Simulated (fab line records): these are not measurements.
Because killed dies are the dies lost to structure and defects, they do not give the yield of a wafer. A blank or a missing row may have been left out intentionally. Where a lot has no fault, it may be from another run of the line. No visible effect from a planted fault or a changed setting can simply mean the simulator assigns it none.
2 desks looking at one fault | flow gf180mcu | each desk holds nothing but its own numbers, with what lay behind them at the end

== METROLOGY DESK ==
Means of the sampled wafers that have a number, per lot and without regard to the tool the lot ran on: this is what the gauges read. Marked OUT: a lot whose mean sits more than 4 standard deviations from the usual mean, which makes it out of limits; the brackets give that distance.
Columns: A = VT_IMPLANT_01_OVL at GF_VT_IMPLANT_OVL_MEAS_18, usual 1.3 nm
lot  | first seen here | A
L202 | day 6 04:27     | 0.7
L203 | day 6 14:36     | 1.3
L204 | day 6 19:04     | -0.8
L205 | day 7 00:10     | 1.6
L207 | day 7 13:41     | 3.3
L215 | day 9 14:59     | 1.3
L217 | day 10 06:50    | 0.8
L219 | day 10 22:56    | 2.5
L221 | day 11 10:00    | 2.6
L223 | day 12 00:00    | 3.0
L224 | day 12 06:52    | 1.6
L225 | day 12 14:40    | 0.6
This desk's finding: nothing out of limits on any of the 12 lots.

== DESK OF THE TOOL OWNER: rie diel-01 ==
The tool's own readings at GF_STI_ETCH_13 (etches the open film in CHF3/O2, stops on Si, target depth 282.31 nm, time 112.9 s): means of the sampled wafers that have a number, for each lot that ran on this tool. Marked OUT: a lot whose mean sits more than 4 standard deviations from the usual mean, which makes it out of limits; the brackets give that distance.
Columns: A = drypump motor current A at GF_STI_ETCH_13, usual 5.7 A; B = oes product au at GF_STI_ETCH_13, usual 0.835 a.u.; C = run length s at GF_STI_ETCH_13, usual 141.2 s; D = throttle valve pct at GF_STI_ETCH_13, usual 8.811 %
lot  | first seen here | A   | B                | C               | D
L203 | day 2 07:58     | 5.7 | 0.834            | 141.4           | 8.807
L204 | day 2 11:42     | 5.7 | 0.834            | 141.2           | 8.809
L205 | day 2 17:01     | 6.1 | 0.882 (+6.9) OUT | 135.6 (-15) OUT | 8.829
L207 | day 3 03:02     | 5.8 | 0.881 (+6.8) OUT | 135.6 (-15) OUT | 8.833
L223 | day 6 15:22     | 5.8 | 0.833            | 141.1           | 8.811
L225 | day 7 02:41     | 5.9 | 0.842            | 141.4           | 8.815
Finding of this desk: L205, L207 out of limits; the first was L205 at day 2 17:01, on oes product au at GF_STI_ETCH_13. L203, L204, L223, L225 stayed within limits.

== PUT TOGETHER ==
The tool owner's desk could have raised an alarm at day 2 17:01, on L205, L207.
Nothing out of limits was seen by the metrology desk.
The metrology desk holds a record of L205, L207, inside its limits.
Every lot named ran GF_STI_ETCH_13 on rie diel-01.

== WHAT THE SIMULATOR HAD INSERTED ==
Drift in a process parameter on rie diel-01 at GF_STI_ETCH_13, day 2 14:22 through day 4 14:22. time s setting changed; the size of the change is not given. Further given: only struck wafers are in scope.
Struck lots among those shown: L205, L207.
Delay in hours, fault start to first out-of-limits reading, by desk: the tool owner's desk at 3.
